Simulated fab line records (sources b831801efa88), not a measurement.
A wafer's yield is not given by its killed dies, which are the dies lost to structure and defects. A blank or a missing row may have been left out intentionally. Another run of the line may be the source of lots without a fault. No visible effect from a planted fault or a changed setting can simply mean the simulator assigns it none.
A lot that was struck, set against a sound lot + flow sky130 + 15 out of 708 route steps
Sound: wafers L601.2, L601.4, L601.5. Struck: wafer L614.1. (L614.2, L614.3 of the same lot were not struck and are left out.) The cause comes at the end.
Each step with rows lists, per side, the tool, then ch with its chambers, then its first start. Under that, the readings that differ: sound wafers + struck wafers + difference of the means + sigmas: that difference in standard deviations of wafers without a fault.
alike: a reading whose means differ by less than 2 such deviations, as well as words and numbers matching on both sides. not compared: withheld readings; readings where some wafer has no value; bounds like >300 that might hide an equal value; numbers whose values overlap and for which the record gives no deviation.
A row with sigmas, a row that says differs or no value, or rows on one side alone: a step with any of these is where the two part. Non-overlapping numbers with no deviation appear without sigmas and do not part them. Lack of a reading on every wafer of one side parts them only where that side has two or more wafers.

first, 1 step without rows for these wafers: SKY_LDD_P_IMPLANT_09.
SKY_LDD_P_STRIP_10: strips in O2/N2.
  sound on plasma-asher-03 ch 0,1, day 19 14:19; struck on plasma-asher-04 ch 1, day 24 09:11
  alike: drypump-motor-current-A, n2-flow-sccm, oes-product-au, strip-time-to-endpoint-s
  not compared: rf-hours-counter-h
SKY_LDD_P_TW_MEAS_11:
  sound on film-metro-01, day 19 14:25; struck on film-metro-03, day 24 09:17
| reading  | sound       | struck | difference | sigmas |
|----------|-------------|--------|------------|--------|
| LDD_P_TW | 651 652 654 | 634    | -18        | -2     |
then, 7 steps without rows for these wafers: SKY_LDD_HVN_DEHYDRATE_00 (time 60 s); SKY_LDD_HVN_HMDS_01 (prime time 60 s); SKY_LDD_HVN_COAT_02 (resist thk 300 nm); SKY_LDD_HVN_SOFTBAKE_03 (time 60 s); SKY_LDD_HVN_EXPOSE_04 (exposes mask HVNTM, target cd 700 nm); SKY_LDD_HVN_PEB_05; SKY_LDD_HVN_DEVELOP_06 (develop time 60 s).
SKY_LDD_HVN_OVL_MEAS_07:
  sound on overlay-02, day 20 21:31; struck on overlay-02, day 25 14:43
  alike: LDD_HVN_OVL
following that, these wafers have no rows for 1 step: SKY_LDD_HVN_IMPLANT_08.
SKY_LDD_HVN_STRIP_09: strips in O2/N2.
  sound on plasma-asher-03 ch 0,1, day 20 21:41; struck on plasma-asher-01 ch 0, day 25 14:54
| reading             | sound             | struck | difference | sigmas |
|---------------------|-------------------|--------|------------|--------|
| n2-flow-sccm (sccm) | 299.8 298.9 300.6 | 240.7  | -59.1      | -64    |
  alike: drypump-motor-current-A, oes-product-au, strip-time-to-endpoint-s
  not compared: rf-hours-counter-h
SKY_LDD_HVN_TW_MEAS_10:
  sound on film-metro-01, day 20 21:48; struck on film-metro-04, day 25 15:00
| reading    | sound          | struck | difference | sigmas |
|------------|----------------|--------|------------|--------|
| LDD_HVN_TW | 1468 1466 1465 | 1436   | -30        | -2     |
-- the record jumps here: 24 days lie between the struck wafers' starts before and after (it left off in module LDD_HVN and takes up again in module PAD_OPEN, whose first step shown is number 708 of the route) --
SKY_PAD_OPEN_PROBE_99:
  sound on prober-02, day 46 03:03; struck on prober-01, day 49 05:28
  alike: killed_at_M0_to_M3, killed_at_M4_up, killed-at-contacts, killed-at-front-end, killed-at-other, killed-dies, killed-on-rim, killed-open, killed-short

## WHERE THEY PART
First at SKY_LDD_P_TW_MEAS_11; last, within this record, at SKY_LDD_HVN_TW_MEAS_10. Later steps at which nothing parts them and some readings are alike: SKY_PAD_OPEN_PROBE_99.

WHY: the cause the simulator had injected
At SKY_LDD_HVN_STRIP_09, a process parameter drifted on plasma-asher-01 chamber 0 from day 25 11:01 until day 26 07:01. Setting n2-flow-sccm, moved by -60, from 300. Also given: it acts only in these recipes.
